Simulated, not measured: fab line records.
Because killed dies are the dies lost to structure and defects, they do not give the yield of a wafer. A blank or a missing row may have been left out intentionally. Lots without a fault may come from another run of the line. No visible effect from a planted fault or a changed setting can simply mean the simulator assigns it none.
Lot-split experiment | flow sky130 | 23 wafers read from 5 lots, route of 708 steps

## THE SPLIT ITSELF
At SKY_SD_P_IMPLANT_09, the setting doseCm2 was moved away from the recipe's 3e+15 on 4 of the 23 wafers read, by -6.3% to +7.3%. This setting was run at the recipe's value on the other wafers.

## FROM THE SPLIT TO THE READING: what the file shows between them, 9 steps
- SKY_SD_P_STRIP_10: strips in O2/N2
- SKY_RES_XHIGH_IMPLANT_07 (also split here: energyKev)
- SKY_SD_N_COAT_02: resist thk 1140 nm (also split here: spinRpm)
- SKY_SD_N_IMPLANT_09 (also split here: energyKev)
- SKY_SD_N_IMPLANT_10
- SKY_SD_N_STRIP_11: strips in O2/N2
- SKY_SD_N_CLEAN_13: cleans in SC1/SC2, time 150 s
- SKY_SD_N_RTA_14: time 2 s
- SKY_SD_N_RS_MEAS_16: measures by four-point-probe

## THE READING
SD_P_RS (ohm/sq), read at SKY_SD_N_RS_MEAS_17 with a four-point probe. Fault-free wafers of this fab line usually give 147.1 ohm/sq, standard deviation 0.31 ohm/sq.

wafer  | tool, chamber at the split | doseCm2 as run | against the recipe | SD_P_RS, ohm/sq | against lot-mates on the recipe
L076.2 | implanter-03, 0            | 3e+15          | recipe             | 147.6           | -
L076.3 | implanter-03, 0            | 3e+15          | recipe             | 147.2           | -
L076.4 | implanter-03, 0            | 3.218e+15      | +7.3%              | 146.1           | -1.3
L076.5 | implanter-03, 0            | 3e+15          | recipe             | 147.3           | -
L076.6 | implanter-03, 0            | 3.218e+15      | +7.3%              | 145.8           | -1.6
L080.1 | implanter-03, 0            | 2.811e+15      | -6.3%              | 148.1           | +0.9
L080.3 | implanter-03, 0            | 2.811e+15      | -6.3%              | 148.0           | +0.8
L080.4 | implanter-03, 0            | 3e+15          | recipe             | 146.7           | -
L080.5 | implanter-03, 0            | 3e+15          | recipe             | 147.4           | -
L080.6 | implanter-03, 0            | 3e+15          | recipe             | 147.5           | -
L081.1 | implanter-01, 0            | 3e+15          | recipe             | 147.3           | -
L081.2 | implanter-01, 0            | 3e+15          | recipe             | 147.1           | -
L081.3 | implanter-01, 0            | 3e+15          | recipe             | 147.1           | -
L081.4 | implanter-01, 0            | 3e+15          | recipe             | 147.1           | -
L081.6 | implanter-01, 0            | 3e+15          | recipe             | 146.7           | -
L082.1 | implanter-03, 0            | 3e+15          | recipe             | 147.2           | -
L082.2 | implanter-03, 0            | 3e+15          | recipe             | 147.6           | -
L082.4 | implanter-03, 0            | 3e+15          | recipe             | 147.7           | -
L082.5 | implanter-03, 0            | 3e+15          | recipe             | 147.6           | -
L082.6 | implanter-03, 0            | 3e+15          | recipe             | 147.7           | -
L084.3 | implanter-01, 0            | 3e+15          | recipe             | 147.2           | -
L084.5 | implanter-01, 0            | 3e+15          | recipe             | 146.8           | -
L084.6 | implanter-01, 0            | 3e+15          | recipe             | 147.2           | -

FIT RESULTS
A straight line over all 23 wafers: SD_P_RS changes by -0.156 ohm/sq for each +1% of doseCm2; r = -0.84; the points scatter about the line by 0.3 ohm/sq.
The same after taking each lot's own level away (the mean of its wafers on the recipe; 23 wafers): -0.169 ohm/sq for each +1%; r = -0.91; scatter 0.23 ohm/sq.
That fit puts the effect of the largest move of doseCm2 on the reading at 1.2 ohm/sq.
From 147.06 to 147.56 ohm/sq: that is the span of the lots' own levels, equal to 1.6 times the standard deviation above.
Hence the lot-to-lot level has little effect on the slope; both slopes agree.
Check: with one of the wafers moved furthest among these (+7.3%) left out of the fit, the line predicts -1.26 ohm/sq for it against its lot-mates. It came out at -1.27 ohm/sq against them.

## OTHER SPLITS APPLIED TO THESE WAFERS
Before the reading, these wafers also passed through other splits. Each is held against what the fit with the lots' levels taken away leaves over:
other split on the same wafers     | wafers away from the commonest value | r with SD_P_RS (lot level and that fit taken away)
SKY_LDD_HVN_STRIP_09 powerW        | 11                                   | +0.10
SKY_SD_P_DEVELOP_06 devTempC       | 4                                    | +0.35
SKY_RES_XHIGH_IMPLANT_07 energyKev | 4                                    | +0.35
SKY_SD_N_COAT_02 spinRpm           | 7                                    | -0.28
SKY_SD_N_IMPLANT_09 energyKev      | 9                                    | -0.09

## THE WHOLE CHAIN: every reading that the file lists as answering this split, in the file's order
step                | what it does                 | reading              | change (the file's fit)              | r (the file's)
SKY_SD_P_STRIP_10   | strips in O2/N2              | stripTimeToEndpointS | withheld for each +1% of the setting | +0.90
SKY_SD_N_RS_MEAS_17 | measures by four-point-probe | SD_P_RS              | -0.172 for each +1% of the setting   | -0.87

## FILE'S OWN FIT
SD_P_RS changes by -0.172 ohm/sq for each +1% of doseCm2, r = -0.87.
